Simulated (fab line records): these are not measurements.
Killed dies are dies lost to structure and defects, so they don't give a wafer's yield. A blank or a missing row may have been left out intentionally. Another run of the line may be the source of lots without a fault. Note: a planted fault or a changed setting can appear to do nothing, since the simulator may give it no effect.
A single fault, viewed from 2 desks ; flow sfq-line ; each desk has only its own numbers; what lay behind them comes last

== AT THE TOOL OWNER'S DESK: cmp-01 ==
The tool's own readings at SFQ_TRILAYER_I3_CMP_CMP_082 (polishes SiO2): means of the sampled wafers that have a number, for each lot that ran on this tool. Marked OUT: a lot whose mean sits more than 4 standard deviations from the usual mean, which makes it out of limits; the brackets give that distance.
Columns: A = head-pressure-psi at SFQ_TRILAYER_I3_CMP_CMP_082, usual 3.000 psi; B = motor-current-A at SFQ_TRILAYER_I3_CMP_CMP_082, usual 10.1 A; C = slurry-filter-dp-kPa at SFQ_TRILAYER_I3_CMP_CMP_082, usual 13.50 kPa; D = time-to-endpoint-s at SFQ_TRILAYER_I3_CMP_CMP_082, usual 213 s
lot;first seen here;A;B;C;D
L303;day 43 18:58;3.005;10.2;13.47;209
L304;day 43 21:58;3.004;10.7;13.38;210
L305;day 44 13:28;2.999;10.3;13.55;208
L307;day 46 01:32;3.003;10.2;13.35;212
L309;day 46 04:02;2.997;11.1;13.58;215
L311;day 46 23:33;3.002;10.3;13.52;217
L312;day 47 14:17;2.993;10.5;13.46;204
L314;day 48 12:17;3.052 (+7.9) OUT;10.6;13.46;204
L316;day 48 18:47;3.054 (+8.3) OUT;10.1;13.45;204
This desk finds L314, L316 out of limits, L314 being first, at day 48 12:17 (head-pressure-psi at SFQ_TRILAYER_I3_CMP_CMP_082). Within limits: L303, L304, L305, L307, L309, L311, L312.

== METROLOGY DESK ==
Lot by lot, what the gauges showed, no matter which tool ran the lot: averages of those sampled wafers that carry a number. Marked OUT: a lot whose mean sits more than 4 standard deviations from the usual mean, which makes it out of limits; the brackets give that distance.
Columns: A = M1_NB_RS at SFQ_M1_RS_MEAS_909, usual 0.890 ohm/sq
lot;first seen here;A
L303;day 16 10:46;0.893
L304;day 16 21:35;0.887
L305;day 17 12:05;0.883
L307;day 18 20:32;0.889
L308;day 19 01:17;0.891
L309;day 19 13:16;0.888
L311;day 20 14:29;0.884
L312;day 20 23:58;0.874
L314;day 22 07:46;0.887
L315;day 22 08:47;0.890
L316;day 22 10:11;0.909
L321;day 22 15:59;0.886
L323;day 22 18:23;0.887
L325;day 22 20:47;0.903
This desk's verdict: no lot among the 14 shows anything out of limits.

== ALL TOGETHER ==
On L314, L316, at day 48 12:17, an alarm was possible from the tool owner's desk.
The metrology desk saw nothing out of limits.
The metrology desk holds a record of L314, L316, inside its limits.
All the named lots went through SFQ_TRILAYER_I3_CMP_CMP_082 on cmp-01.

== WHAT THE SIMULATOR HAD PUT IN ==
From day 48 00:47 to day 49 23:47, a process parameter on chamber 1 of cmp-01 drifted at SFQ_TRILAYER_I3_CMP_CMP_082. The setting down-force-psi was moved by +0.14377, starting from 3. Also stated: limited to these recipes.
Shown lots that were struck: L314, L316.
Each desk's first reading out of limits, in hours after the fault started: the tool owner's desk, 12.
